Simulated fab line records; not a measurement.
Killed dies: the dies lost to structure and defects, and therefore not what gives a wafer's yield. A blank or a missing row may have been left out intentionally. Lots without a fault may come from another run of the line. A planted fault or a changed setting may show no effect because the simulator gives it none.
fab line records ; flow sky130
[record] lots = 12; wafers = 36; last_day = 50
route steps=708 shown VIA2@531 METAL3@532 PAD_OPEN@708
lots that met no fault: taken from a fault-free run of the same line
start_h: start of the lot's first displayed wafer, in hours after the record's first day ; wait_h: how many hours have passed since the lot's step before this one ; " unchanged from the row above ; L1.1+2: a row that stands for several wafers ; - value missing, or start not given ; * or withheld: withheld ; < > ~ a bound
route shown NAME@n: names a module that has steps shown in the file, with the first one's number in the route ; usual: average and standard deviation across the fault-free wafers ; same: alike in all rows ; chamber/n: place in a boat ; sites: readings site by site ; _std_site: standard deviation across them ; _edge_site: mean of outer sites minus mean of inner sites ; radius_mm: for every site, how far away it sits from the centre of the wafer ; mask NAME#n: copy n ; behind: the last tool/chamber to shape the wafer ; hold: what put the lot on hold/how long, in hours/how the hold closed ; device: the transistor (n, p or np) that didn't switch ; end of line: the route-end tests of the same wafers ; where a step has no rows: the recipe by itself ; killed: the dies lost at the first sort to structure and to defects; this is not the yield of the wafer ; map: per-die view of a wafer (x killed, . not killed, _ where there is no die)
set.NAME: the run value of the setting; set.NAME@STEP: its run value at that earlier step ; model.NAME: the simulator's own value behind a step, which no gauge read
route steps across a sampled set of lots; one table per step, one row per wafer
services: from which hour (start_h, from the record's first day; less than 0 if before it) a tool's chamber was out of use, for how many hours, and why
[[steps]]
[step SKY_VIA2_CMP_24]
[recipe] stop_on = SiO2; t_overpolish_s = 20; down_force_psi = 3.5; platen_rpm = 60; target_thk_nm = 0; pad_velocity_m_s = 0.94248
[usual] head_pressure_psi = 3.501/0.0076; motor_current_A = 11.4/1.7; overpolish_run_s = 19.999/0.0092; time_to_endpoint_s = 103/4.8
lot.wafer;tool;chamber;start_h;wait_h;head_pressure_psi;motor_current_A;overpolish_run_s;time_to_endpoint_s
L734.1;cmp-02;1;850.54;0.1;3.509;11.7;19.998;102
L734.3;cmp-02;3;850.54;0.1;3.505;10.0;20.004;105
L734.5;cmp-02;2;850.54;0.1;3.501;10.5;19.988;102
L737.4;cmp-02;0;868.41;0.2;3.503;15.1;19.976;103
L737.5;cmp-02;1;868.41;0.2;3.498;10.8;20.001;110
L737.6;cmp-02;2;868.41;0.2;3.499;10.6;20.013;105
L736.2;cmp-02;0;870.33;0.0;3.504;14.8;19.985;100
L736.4;cmp-02;1;870.33;0.0;3.506;10.8;20.009;108
L736.6;cmp-02;1;870.33;0.0;3.497;11.0;19.993;105
L738.3;cmp-02;0;873.18;0.0;3.497;15.5;20.009;103
L738.2;cmp-02;1;873.18;0.0;3.501;11.2;19.988;106
L738.6;cmp-02;1;873.18;0.0;3.492;10.9;19.980;107
L739.2;cmp-01;1;884.78;0.1;3.503;11.3;19.999;95
L739.1;cmp-01;3;884.78;0.1;3.508;10.7;20.005;102
L739.6;cmp-01;1;884.78;0.1;3.506;11.5;19.999;94
L740.1;cmp-01;2;915.94;0.2;3.495;10.0;19.996;104
L740.6;cmp-01;1;915.94;0.2;3.496;11.8;19.987;95
L740.5;cmp-01;2;915.94;0.2;3.495;10.5;19.996;109
L741.1;cmp-01;0;918.55;0.1;3.506;10.9;19.989;98
L741.5;cmp-01;0;918.55;0.1;3.505;11.6;19.999;98
L741.6;cmp-01;1;918.55;0.1;3.499;11.9;20.002;94
L746.2;cmp-02;1;937.11;0.1;3.502;11.1;20.001;106
L746.5;cmp-02;3;937.11;0.1;3.515;9.5;19.995;106
L746.6;cmp-02;0;937.11;0.1;3.497;14.2;20.018;105
L749.3;cmp-02;1;953.96;0.1;3.500;10.8;20.013;108
L749.1;cmp-02;2;953.96;0.1;3.510;10.7;20.006;102
L749.5;cmp-02;0;953.96;0.1;3.497;15.5;20.008;100
L751.3;cmp-02;2;966.99;0.1;3.488;10.1;19.998;108
L751.4;cmp-02;3;966.99;0.1;3.493;10.1;20.003;107
L751.6;cmp-02;1;966.99;0.1;3.495;10.7;19.988;111
L754.3;cmp-02;2;987.50;0.0;3.492;10.6;20.017;107
L754.2;cmp-02;1;987.50;0.0;3.507;10.5;19.995;108
L754.5;cmp-02;2;987.50;0.0;3.500;10.5;19.992;110
L757.4;cmp-01;0;1006.37;0.1;3.490;11.8;19.995;96
L757.1;cmp-01;1;1006.37;0.1;3.491;11.9;20.012;95
L757.5;cmp-01;2;1006.37;0.1;3.504;10.0;19.991;104
[step SKY_METAL3_SPUTTER_00]
[recipe] material = Ti; target_thk_nm = 15; power_w = 3000; time_s = 10; chamber_pressure_pa = 0.4
[usual] cathode_dc_power_W = 3000.0/0.57; throttle_valve_pct = 29.9/1
lot.wafer;tool;chamber;start_h;wait_h;cathode_dc_power_W;throttle_valve_pct
L734.1;pvd_sputter-02;-;850.84;0.2;3000.2;29.5
L734.3;pvd_sputter-02;-;850.84;0.2;2999.3;29.1
L734.5;pvd_sputter-02;-;850.84;0.2;2999.5;29.2
L737.4;pvd_sputter-01;-;868.56;0.1;2999.5;29.0
L737.5;pvd_sputter-01;-;868.56;0.1;2999.6;30.6
L737.6;pvd_sputter-01;-;868.56;0.1;3000.0;29.7
L736.2;pvd_sputter-02;-;870.63;0.2;2999.7;29.5
L736.4;pvd_sputter-02;-;870.63;0.2;2999.4;30.0
L736.6;pvd_sputter-02;-;870.63;0.2;3000.1;29.2
L738.2;pvd_sputter-01;-;873.48;0.2;3000.9;29.8
L738.3;pvd_sputter-01;-;873.48;0.2;2999.4;30.7
L738.6;pvd_sputter-01;-;873.48;0.2;2999.6;30.8
L739.1;pvd_sputter-01;-;885.03;0.1;3000.0;31.2
L739.2;pvd_sputter-01;-;885.03;0.1;2999.0;31.0
L739.6;pvd_sputter-01;-;885.03;0.1;3000.2;29.9
L740.1;pvd_sputter-03;-;916.19;0.2;2999.7;31.4
L740.5;pvd_sputter-03;-;916.19;0.2;2999.9;27.8
L740.6;pvd_sputter-03;-;916.19;0.2;3000.6;30.1
L741.1;pvd_sputter-02;-;918.85;0.2;2999.5;29.6
L741.5;pvd_sputter-02;-;918.85;0.2;3000.0;29.2
L741.6;pvd_sputter-02;-;918.85;0.2;2999.8;29.0
L746.2;pvd_sputter-02;-;937.31;0.1;2999.5;29.4
L746.5;pvd_sputter-02;-;937.31;0.1;3000.6;29.4
L746.6;pvd_sputter-02;-;937.31;0.1;2999.4;29.1
L749.1;pvd_sputter-02;-;954.16;0.1;3000.4;28.9
L749.3;pvd_sputter-02;-;954.16;0.1;3000.6;29.4
L749.5;pvd_sputter-02;-;954.16;0.1;3000.5;29.5
L751.3;pvd_sputter-03;-;967.24;0.2;2999.6;31.0
L751.4;pvd_sputter-03;-;967.24;0.2;2999.6;31.0
L751.6;pvd_sputter-03;-;967.24;0.2;3000.6;31.3
L754.2;pvd_sputter-03;-;987.80;0.1;2999.8;31.4
L754.3;pvd_sputter-03;-;987.80;0.1;3000.1;27.5
L754.5;pvd_sputter-03;-;987.80;0.1;3000.4;30.2
L757.1;pvd_sputter-03;-;1006.57;0.1;3001.0;31.3
L757.4;pvd_sputter-03;-;1006.57;0.1;3000.5;30.8
L757.5;pvd_sputter-03;-;1006.57;0.1;3001.3;27.5
[step SKY_METAL3_SPUTTER_03]
[recipe] material = Ti; target_thk_nm = 5; power_w = 3000; time_s = 3.3; chamber_pressure_pa = 0.41
[usual] cathode_dc_power_W = 3000.0/0.56; throttle_valve_pct = 29.9/1
lot.wafer;tool;chamber;start_h;wait_h;cathode_dc_power_W;throttle_valve_pct
L734.1;pvd_sputter-02;-;850.92;0.0;3000.3;28.9
L734.3;pvd_sputter-02;-;850.92;0.0;3000.3;29.0
L734.5;pvd_sputter-02;-;850.92;0.0;3000.6;29.2
L737.4;pvd_sputter-01;-;868.65;0.0;3000.5;29.0
L737.5;pvd_sputter-01;-;868.65;0.0;2999.5;30.8
L737.6;pvd_sputter-01;-;868.65;0.0;2999.2;29.8
L736.2;pvd_sputter-02;-;870.72;0.0;3000.5;29.3
L736.4;pvd_sputter-02;-;870.72;0.0;3000.6;30.3
L736.6;pvd_sputter-02;-;870.72;0.0;3001.1;29.4
L738.2;pvd_sputter-01;-;873.56;0.0;2999.9;29.9
L738.3;pvd_sputter-01;-;873.56;0.0;3001.1;31.1
L738.6;pvd_sputter-01;-;873.56;0.0;2999.3;30.8
L739.1;pvd_sputter-01;-;885.12;0.0;2999.5;31.0
L739.2;pvd_sputter-01;-;885.12;0.0;2999.5;30.7
L739.6;pvd_sputter-01;-;885.12;0.0;3000.9;29.6
L740.1;pvd_sputter-03;-;916.28;0.0;2999.0;31.3
L740.5;pvd_sputter-03;-;916.28;0.0;2999.2;27.8
L740.6;pvd_sputter-03;-;916.28;0.0;3000.7;30.1
L741.1;pvd_sputter-02;-;918.94;0.0;3001.4;29.7
L741.5;pvd_sputter-02;-;918.94;0.0;2999.6;29.0
L741.6;pvd_sputter-02;-;918.94;0.0;2999.5;29.4
L746.2;pvd_sputter-02;-;937.39;0.0;3000.3;29.4
L746.5;pvd_sputter-02;-;937.39;0.0;2999.9;29.0
L746.6;pvd_sputter-02;-;937.39;0.0;2999.0;29.2
L749.1;pvd_sputter-02;-;954.25;0.0;3001.1;29.0
L749.3;pvd_sputter-02;-;954.25;0.0;2999.9;29.3
L749.5;pvd_sputter-02;-;954.25;0.0;3000.1;29.3
L751.3;pvd_sputter-03;-;967.33;0.0;2999.7;30.9
L751.4;pvd_sputter-03;-;967.33;0.0;3000.2;30.9
L751.6;pvd_sputter-03;-;967.33;0.0;3000.2;31.3
L754.2;pvd_sputter-03;-;987.89;0.0;3000.2;31.1
L754.3;pvd_sputter-03;-;987.89;0.0;3000.0;27.6
L754.5;pvd_sputter-03;-;987.89;0.0;2999.6;30.5
L757.1;pvd_sputter-03;-;1006.66;0.0;3000.5;31.5
L757.4;pvd_sputter-03;-;1006.66;0.0;2999.7;30.6
L757.5;pvd_sputter-03;-;1006.66;0.0;3000.0;27.7
[step SKY_METAL3_SOFTBAKE_09]
[recipe] temp_c = 100; time_s = 90; resist = KrF-thick
[usual] heater_power_total_W = 57.35/0.12; plate_temp_C = 99.99/0.11
lot.wafer;tool;chamber;start_h;wait_h;heater_power_total_W;plate_temp_C
L734.1;litho_track-04;0;889;-;57.27;99.90
L734.3;litho_track-04;0;889;-;57.28;99.93
L734.5;litho_track-04;0;889;-;57.32;100.09
L737.4;litho_track-01;0;907;-;57.53;100.16
L737.5;litho_track-01;0;907;-;57.50;100.08
L737.6;litho_track-01;0;907;-;57.49;99.97
L736.2;litho_track-01;0;909;-;57.22;99.94
L736.4;litho_track-01;0;910;-;57.09;100.05
L736.6;litho_track-01;0;910;-;57.44;99.96
L738.2;litho_track-04;0;912;-;57.47;99.94
L738.3;litho_track-04;0;912;-;57.26;100.02
L738.6;litho_track-04;0;912;-;57.49;99.93
L739.1;litho_track-03;0;923;-;57.36;99.93
L739.2;litho_track-03;0;923;-;57.47;100.22
L739.6;litho_track-03;0;924;-;57.29;100.23
L740.1;litho_track-04;0;953;-;57.30;100.03
L740.5;litho_track-04;0;953;-;57.44;100.14
L740.6;litho_track-04;0;953;-;57.33;99.80
L741.1;litho_track-03;0;956;-;57.39;100.00
L741.5;litho_track-03;0;956;-;57.47;99.94
L741.6;litho_track-03;0;956;-;57.27;99.99
L746.2;litho_track-04;0;973;-;57.54;99.82
L746.5;litho_track-04;0;973;-;57.44;99.93
L746.6;litho_track-04;0;973;-;57.19;100.04
L749.1;litho_track-01;0;991;-;56.54;98.68
L749.3;litho_track-01;0;991;-;56.30;98.78
L749.5;litho_track-01;0;991;-;56.42;98.60
L751.3;litho_track-01;0;1003;-;56.54;98.83
L751.4;litho_track-01;0;1003;-;56.40;98.84
L751.6;litho_track-01;0;1003;-;56.33;98.89
L754.2;litho_track-04;0;1022;-;57.39;100.07
L754.3;litho_track-04;0;1022;-;57.50;100.01
L754.5;litho_track-04;0;1022;-;57.19;99.70
L757.1;litho_track-03;0;1041;-;57.25;99.86
L757.4;litho_track-03;0;1041;-;57.25;100.09
L757.5;litho_track-03;0;1041;-;57.18;99.94
[step SKY_PAD_OPEN_PROBE_99]
[usual] defect_limited_yield = 82.4/2; killed_at_M0_to_M3 = 44/7.1; killed_at_M4_up = 3/1.6; killed_at_contacts = 24/5.4; killed_at_front_end = 15/4.7; killed_at_other = 0.3/0.51; killed_dies = 87/9.9; killed_open = 48/7.6; killed_short = 39/6.3; sort_bin_3_pad_short = 0.9/0.39; sort_bin_5_function = 10.5/1.6; sort_bin_6_memory = 6.3/1.1; sort_n_pass = 405/9.9; sort_yield_pct = 82.4/2
[same] gross_dies = 492; killed_at_back_side = 0; sort_bin_4_leakage[%] = 0; sort_bin_8_speed[%] = 0
lot.wafer;tool;chamber;start_h;wait_h;defect_limited_yield[%];killed_at_M0_to_M3;killed_at_M4_up;killed_at_contacts;killed_at_front_end;killed_at_other;killed_dies;killed_open;killed_short;sort_bin_3_pad_short[%];sort_bin_5_function[%];sort_bin_6_memory[%];sort_n_pass;sort_yield_pct[%]
L734.1;prober-02;-;1075.14;0.1;85.4;43;0;15;14;0;72;44;28;0.6;8.7;5.3;420;85.4
L734.3;prober-02;-;1075.24;0.2;82.3;43;2;28;14;0;87;48;39;0.4;10.6;6.7;405;82.3
L734.5;prober-02;-;1075.34;0.2;77.8;48;3;34;23;1;109;63;46;1.2;11.4;9.6;383;77.8
L737.4;prober-02;-;1090.88;0.2;81.7;40;4;26;20;0;90;45;45;1.2;10.8;6.3;402;81.7
L737.5;prober-02;-;1090.93;0.2;80.3;51;4;27;15;0;97;53;44;1.4;11.0;7.3;395;80.3
L737.6;prober-02;-;1090.98;0.2;80.7;55;1;29;10;0;95;56;39;0.2;12.2;6.9;397;80.7
L736.2;prober-01;-;1092.63;0.1;83.7;43;6;21;10;0;80;44;36;0.6;9.6;6.1;412;83.7
L736.4;prober-01;-;1092.73;0.2;82.7;42;3;23;16;1;85;46;39;0.6;10.4;6.3;407;82.7
L736.6;prober-01;-;1092.83;0.2;79.5;60;3;29;9;0;101;49;52;1.0;13.0;6.5;391;79.5
L738.2;prober-02;-;1093.59;0.1;81.3;51;1;30;10;0;92;50;42;0.8;11.8;6.1;400;81.3
L738.3;prober-02;-;1093.64;0.2;81.3;40;2;33;17;0;92;44;48;1.6;11.0;6.1;400;81.3
L738.6;prober-02;-;1093.79;0.2;79.7;54;5;26;14;1;100;56;44;0.6;12.8;6.9;392;79.7
L739.1;prober-01;-;1104.50;0.1;82.9;51;2;23;8;0;84;47;37;1.6;9.3;6.1;408;82.9
L739.2;prober-01;-;1104.55;0.1;82.3;38;4;27;18;0;87;47;40;0.4;12.2;5.1;405;82.3
L739.6;prober-01;-;1104.75;0.2;80.1;41;4;39;14;0;98;56;42;0.4;11.6;7.9;394;80.1
L740.1;prober-01;-;1130.59;0.1;84.1;35;4;26;13;0;78;42;36;1.2;9.8;4.9;414;84.1
L740.5;prober-01;-;1130.79;0.2;83.1;43;2;17;21;0;83;46;37;1.0;10.4;5.5;409;83.1
L740.6;prober-01;-;1130.84;0.2;82.9;42;2;23;16;1;84;38;46;1.0;11.0;5.1;408;82.9
L741.1;prober-02;-;1132.20;0.1;84.6;44;1;19;12;0;76;51;25;1.6;7.9;5.9;416;84.6
L741.5;prober-02;-;1132.40;0.2;80.9;52;3;30;9;0;94;60;34;1.4;11.2;6.5;398;80.9
L741.6;prober-02;-;1132.45;0.2;81.5;47;3;21;19;1;91;56;35;0.4;12.0;6.1;401;81.5
L746.2;prober-01;-;1143.77;0.1;79.7;46;3;35;16;0;100;64;36;1.2;11.8;7.3;392;79.7
L746.5;prober-01;-;1143.92;0.2;83.3;42;3;20;17;0;82;46;36;0.6;10.6;5.5;410;83.3
L746.6;prober-01;-;1143.97;0.2;83.1;41;3;23;16;0;83;48;35;1.4;10.2;5.3;409;83.1
L749.1;prober-02;-;1158.03;0.1;86.6;38;3;14;11;0;66;37;29;1.0;7.9;4.5;426;86.6
L749.3;prober-02;-;1158.13;0.2;84.8;37;2;24;12;0;75;33;42;1.0;8.5;5.7;417;84.8
L749.5;prober-02;-;1158.23;0.2;80.9;53;0;21;19;1;94;45;49;1.6;9.6;7.9;398;80.9
L751.3;prober-02;-;1165.30;0.2;78.9;52;2;30;20;0;104;61;43;0.8;11.8;8.5;388;78.9
L751.4;prober-02;-;1165.35;0.2;85.4;42;2;18;10;0;72;40;32;0.6;8.7;5.3;420;85.4
L751.6;prober-02;-;1165.45;0.2;86.6;35;5;19;7;0;66;37;29;0.6;7.1;5.7;426;86.6
L754.2;prober-01;-;1180.74;0.1;77.8;51;3;29;26;0;109;57;52;1.4;12.2;8.5;383;77.8
L754.3;prober-01;-;1180.79;0.2;81.7;49;1;26;14;0;90;37;53;1.2;11.8;5.3;402;81.7
L754.5;prober-01;-;1180.89;0.2;81.5;40;3;26;22;0;91;51;40;0.8;12.0;5.7;401;81.5
L757.1;prober-02;-;1196.24;0.1;81.9;52;4;21;12;0;89;45;44;1.4;11.8;4.9;403;81.9
L757.4;prober-02;-;1196.39;0.2;84.8;40;2;22;11;0;75;44;31;0.8;10.8;3.7;417;84.8
L757.5;prober-02;-;1196.44;0.2;81.5;47;3;23;18;0;91;48;43;0.8;10.2;7.5;401;81.5
// killed by level:class
L734.1 VIA1:geometric_particle:open=12 VIA3:geometric_particle:open=7 CONTACT:geometric_particle:open=6 POLY_GATE:geometric_particle:open=5 METAL1:geometric_particle:short=5 VIA2:geometric_particle:open=5 LI_CONTACT:geometric_particle:open=4 METAL3:geometric_particle:short=4
L734.3 CONTACT:geometric_particle:open=11 VIA1:geometric_particle:open=10 VIA3:geometric_particle:open=8 VIA2:geometric_particle:open=6 LI_CONTACT:geometric_particle:open=6 FIELD_ISO:geometric_particle:short=5 CONTACT:geometric_particle:short=5 VIA1:geometric_particle:short=4
L734.5 CONTACT:geometric_particle:open=13 VIA1:geometric_particle:open=13 LI_CONTACT:geometric_particle:open=10 VIA3:geometric_particle:open=9 POLY_GATE:geometric_particle:short=7 LOCAL_INTERCONNECT:geometric_particle:short=6 METAL2:geometric_particle:short=6 POLY_GATE:geometric_particle:open=5
L737.4 VIA1:geometric_particle:open=11 LI_CONTACT:geometric_particle:open=8 METAL2:geometric_particle:short=8 CONTACT:geometric_particle:open=7 VIA1:geometric_particle:short=6 CONTACT:geometric_particle:short=6 FIELD_ISO:geometric_particle:open=5 FIELD_ISO:geometric_particle:short=5
L737.5 CONTACT:geometric_particle:open=10 VIA3:geometric_particle:open=10 VIA1:geometric_particle:short=9 VIA1:geometric_particle:open=8 LI_CONTACT:geometric_particle:open=7 VIA2:geometric_particle:open=6 POLY_GATE:geometric_particle:short=5 FIELD_ISO:geometric_particle:short=4
L737.6 VIA1:geometric_particle:open=16 CONTACT:geometric_particle:open=10 VIA1:geometric_particle:short=9 LI_CONTACT:geometric_particle:open=9 METAL2:geometric_particle:short=6 VIA2:geometric_particle:open=6 VIA3:geometric_particle:open=6 VIA3:geometric_particle:short=5
L736.2 VIA1:geometric_particle:open=11 CONTACT:geometric_particle:open=6 VIA1:geometric_particle:short=6 VIA2:geometric_particle:open=6 LOCAL_INTERCONNECT:geometric_particle:short=5 FIELD_ISO:geometric_particle:open=4 LI_CONTACT:geometric_particle:open=4 METAL1:geometric_particle:short=4
L736.4 LI_CONTACT:geometric_particle:open=8 VIA2:geometric_particle:open=8 METAL2:geometric_particle:short=7 VIA3:geometric_particle:open=7 LOCAL_INTERCONNECT:geometric_particle:short=6 FIELD_ISO:geometric_particle:short=5 POLY_GATE:geometric_particle:open=5 CONTACT:geometric_particle:short=3
L736.6 VIA1:geometric_particle:open=12 VIA2:geometric_particle:open=11 VIA1:geometric_particle:short=9 METAL1:geometric_particle:short=8 CONTACT:geometric_particle:short=7 LI_CONTACT:geometric_particle:open=6 LOCAL_INTERCONNECT:geometric_particle:short=6 VIA3:geometric_particle:open=5
L738.2 CONTACT:geometric_particle:open=9 VIA1:geometric_particle:open=9 VIA1:geometric_particle:short=8 LOCAL_INTERCONNECT:geometric_particle:short=8 VIA3:geometric_particle:open=7 VIA2:geometric_particle:open=7 LI_CONTACT:geometric_particle:open=5 CONTACT:geometric_particle:short=4
L738.3 LI_CONTACT:geometric_particle:open=11 METAL1:geometric_particle:short=9 VIA1:geometric_particle:open=8 CONTACT:geometric_particle:open=7 LOCAL_INTERCONNECT:geometric_particle:short=6 METAL2:geometric_particle:short=6 VIA3:geometric_particle:open=5 LI_CONTACT:geometric_particle:short=5
L738.6 VIA2:geometric_particle:open=11 VIA1:geometric_particle:open=11 CONTACT:geometric_particle:open=9 VIA1:geometric_particle:short=7 CONTACT:geometric_particle:short=7 VIA3:geometric_particle:open=7 METAL2:geometric_particle:short=5 POLY_GATE:geometric_particle:short=4
L739.1 CONTACT:geometric_particle:open=10 VIA1:geometric_particle:open=10 VIA2:geometric_particle:open=9 VIA1:geometric_particle:short=8 LI_CONTACT:geometric_particle:open=7 METAL1:geometric_particle:short=7 VIA3:geometric_particle:short=5 METAL2:geometric_particle:short=4
L739.2 LI_CONTACT:geometric_particle:open=8 CONTACT:geometric_particle:open=8 CONTACT:geometric_particle:short=7 VIA2:geometric_particle:open=7 VIA1:geometric_particle:short=7 METAL2:geometric_particle:short=6 VIA1:geometric_particle:open=6 POLY_GATE:geometric_particle:open=4
L739.6 CONTACT:geometric_particle:open=17 LI_CONTACT:geometric_particle:open=11 VIA1:geometric_particle:open=9 METAL1:geometric_particle:short=8 CONTACT:geometric_particle:short=6 VIA3:geometric_particle:open=6 VIA3:geometric_particle:short=5 POLY_GATE:geometric_particle:open=4
L740.1 CONTACT:geometric_particle:open=9 LOCAL_INTERCONNECT:geometric_particle:short=7 METAL2:geometric_particle:short=7 POLY_GATE:geometric_particle:open=6 VIA3:geometric_particle:open=6 METAL1:geometric_particle:short=5 VIA2:geometric_particle:open=5 FIELD_ISO:geometric_particle:open=4
L740.5 VIA1:geometric_particle:open=11 CONTACT:geometric_particle:open=7 FIELD_ISO:geometric_particle:open=6 LI_CONTACT:geometric_particle:open=6 METAL1:geometric_particle:short=6 VIA1:geometric_particle:short=6 VIA3:geometric_particle:short=6 FIELD_ISO:geometric_particle:short=5
L740.6 FIELD_ISO:geometric_particle:open=10 METAL1:geometric_particle:short=9 CONTACT:geometric_particle:open=8 METAL2:geometric_particle:short=8 LOCAL_INTERCONNECT:geometric_particle:short=6 VIA1:geometric_particle:open=6 METAL1:geometric_particle:open=4 VIA1:geometric_particle:short=4
L741.1 VIA1:geometric_particle:open=12 CONTACT:geometric_particle:open=8 VIA3:geometric_particle:open=6 POLY_GATE:geometric_particle:open=5 VIA1:geometric_particle:short=5 LI_CONTACT:geometric_particle:open=4 CONTACT:geometric_particle:short=4 METAL1:geometric_particle:open=4
L741.5 VIA1:geometric_particle:open=19 CONTACT:geometric_particle:open=15 VIA3:geometric_particle:open=11 METAL2:geometric_particle:short=7 LI_CONTACT:geometric_particle:open=6 LOCAL_INTERCONNECT:geometric_particle:short=4 POLY_GATE:geometric_particle:open=3 VIA1:geometric_particle:short=3
L741.6 VIA1:geometric_particle:open=10 VIA3:geometric_particle:open=10 LI_CONTACT:geometric_particle:open=9 CONTACT:geometric_particle:open=8 VIA2:geometric_particle:open=7 VIA3:geometric_particle:short=6 FIELD_ISO:geometric_particle:short=5 SPACER:geometric_particle:open=5
L746.2 VIA1:geometric_particle:open=17 CONTACT:geometric_particle:open=13 LI_CONTACT:geometric_particle:open=10 POLY_GATE:geometric_particle:short=7 VIA3:geometric_particle:open=7 POLY_GATE:geometric_particle:open=5 LI_CONTACT:geometric_particle:short=4 VIA2:geometric_particle:open=4
L746.5 VIA1:geometric_particle:open=13 VIA1:geometric_particle:short=8 FIELD_ISO:geometric_particle:short=5 FIELD_ISO:geometric_particle:open=5 LI_CONTACT:geometric_particle:open=5 CONTACT:geometric_particle:open=5 METAL2:geometric_particle:short=5 VIA3:geometric_particle:open=4
L746.6 VIA1:geometric_particle:open=16 CONTACT:geometric_particle:open=7 POLY_GATE:geometric_particle:short=6 LOCAL_INTERCONNECT:geometric_particle:short=6 VIA2:geometric_particle:open=6 LI_CONTACT:geometric_particle:open=5 FIELD_ISO:geometric_particle:open=4 METAL2:geometric_particle:short=4
L749.1 VIA1:geometric_particle:open=8 VIA2:geometric_particle:open=7 FIELD_ISO:geometric_particle:open=6 METAL1:geometric_particle:short=6 CONTACT:geometric_particle:open=4 METAL2:geometric_particle:short=4 POLY_GATE:geometric_particle:open=3 LI_CONTACT:geometric_particle:open=3
L749.3 VIA1:geometric_particle:short=9 VIA1:geometric_particle:open=8 LI_CONTACT:geometric_particle:open=7 CONTACT:geometric_particle:open=7 METAL2:geometric_particle:short=6 POLY_GATE:geometric_particle:short=4 LI_CONTACT:geometric_particle:short=4 METAL1:geometric_particle:short=4
L749.5 VIA1:geometric_particle:open=13 METAL1:geometric_particle:short=10 LOCAL_INTERCONNECT:geometric_particle:short=8 VIA2:geometric_particle:open=8 POLY_GATE:geometric_particle:open=7 FIELD_ISO:geometric_particle:short=6 VIA1:geometric_particle:short=6 VIA3:geometric_particle:open=6
L751.3 VIA1:geometric_particle:open=14 LI_CONTACT:geometric_particle:open=12 VIA3:geometric_particle:open=8 CONTACT:geometric_particle:open=6 POLY_GATE:geometric_particle:open=5 CONTACT:geometric_particle:short=5 METAL1:geometric_particle:short=5 VIA1:geometric_particle:short=5
L751.4 VIA1:geometric_particle:open=12 CONTACT:geometric_particle:open=7 VIA3:geometric_particle:open=7 LI_CONTACT:geometric_particle:open=6 METAL2:geometric_particle:short=5 METAL1:geometric_particle:short=4 METAL3:geometric_particle:short=4 FIELD_ISO:geometric_particle:open=3
L751.6 VIA1:geometric_particle:open=8 CONTACT:geometric_particle:open=7 LI_CONTACT:geometric_particle:open=6 METAL1:geometric_particle:short=5 VIA3:geometric_particle:open=5 VIA1:geometric_particle:short=4 VIA2:geometric_particle:open=4 VIA2:geometric_particle:short=4
L754.2 VIA1:geometric_particle:open=15 LI_CONTACT:geometric_particle:open=9 LOCAL_INTERCONNECT:geometric_particle:short=8 CONTACT:geometric_particle:open=7 FIELD_ISO:geometric_particle:short=6 VIA1:geometric_particle:short=6 POLY_GATE:geometric_particle:short=5 VIA2:geometric_particle:open=5
L754.3 METAL1:geometric_particle:short=11 VIA1:geometric_particle:open=8 LI_CONTACT:geometric_particle:open=8 CONTACT:geometric_particle:short=6 VIA2:geometric_particle:short=6 METAL2:geometric_particle:short=6 VIA3:geometric_particle:open=6 FIELD_ISO:geometric_particle:short=5
L754.5 CONTACT:geometric_particle:open=9 VIA1:geometric_particle:open=9 VIA2:geometric_particle:open=8 LI_CONTACT:geometric_particle:open=7 POLY_GATE:geometric_particle:open=6 FIELD_ISO:geometric_particle:short=5 VIA2:geometric_particle:short=5 CONTACT:geometric_particle:short=5
L757.1 VIA1:geometric_particle:open=9 LI_CONTACT:geometric_particle:open=8 VIA3:geometric_particle:open=7 VIA3:geometric_particle:short=7 CONTACT:geometric_particle:open=6 METAL2:geometric_particle:short=6 VIA1:geometric_particle:short=5 FIELD_ISO:geometric_particle:short=4
L757.4 VIA1:geometric_particle:open=11 CONTACT:geometric_particle:open=9 CONTACT:geometric_particle:short=7 VIA2:geometric_particle:open=6 LI_CONTACT:geometric_particle:open=5 VIA3:geometric_particle:short=5 METAL2:geometric_particle:short=4 VIA3:geometric_particle:open=4
L757.5 VIA1:geometric_particle:open=12 CONTACT:geometric_particle:open=8 VIA3:geometric_particle:open=7 POLY_GATE:geometric_particle:open=5 LI_CONTACT:geometric_particle:open=5 METAL2:geometric_particle:short=5 VIA1:geometric_particle:short=5 METAL3:geometric_particle:short=5
[[services]]
tool;chamber;start_h;hours;kind
cmp-01;-;839.18;0.9;repair
cmp-01;-;850.44;7.2;pm
pvd_sputter-02;-;853.56;1.4;repair
cmp-02;-;869.08;0.5;repair
pvd_sputter-01;-;878.99;1.3;repair
cmp-02;-;885.63;1.4;repair
pvd_sputter-01;-;908.66;1.5;repair
cmp-02;-;912.22;4.0;pm
cmp-02;-;916.22;-;consumable_replace:conditioner
cmp-02;-;916.22;-;consumable_replace:pad
cmp-02;-;919.57;0.5;repair
cmp-02;-;942.08;4.7;pm
pvd_sputter-02;-;942.76;0.7;repair
cmp-01;-;972.65;0.3;repair
cmp-01;-;979.39;1.0;repair
cmp-01;-;983.17;1.5;repair
cmp-02;-;1014.10;1.8;repair
[[key]]
[first_sign] step = SKY_METAL3_SOFTBAKE_09; reading = plate_temp_C; direction = down; sigmas = 11; usual = *; struck = *
[effect] step = SKY_METAL3_SOFTBAKE_09; reading = heater_power_total_W; direction = down; sigmas = 7.9; usual = *; struck = *
met_at SKY_METAL3_SOFTBAKE_09
struck_lots L749,L751
not_acting_at SKY_VIA2_CMP_24,SKY_METAL3_SPUTTER_00,SKY_METAL3_SPUTTER_03
onset_between 909 991
[fault] kind = process_parameter_drift; tool = litho_track-01; chamber = -; onset_h = 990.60; steps = SKY_METAL3_SOFTBAKE_09; channel = temp_c; offset = *; shape = step; end_h = 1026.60; acts_in = *; stated = *
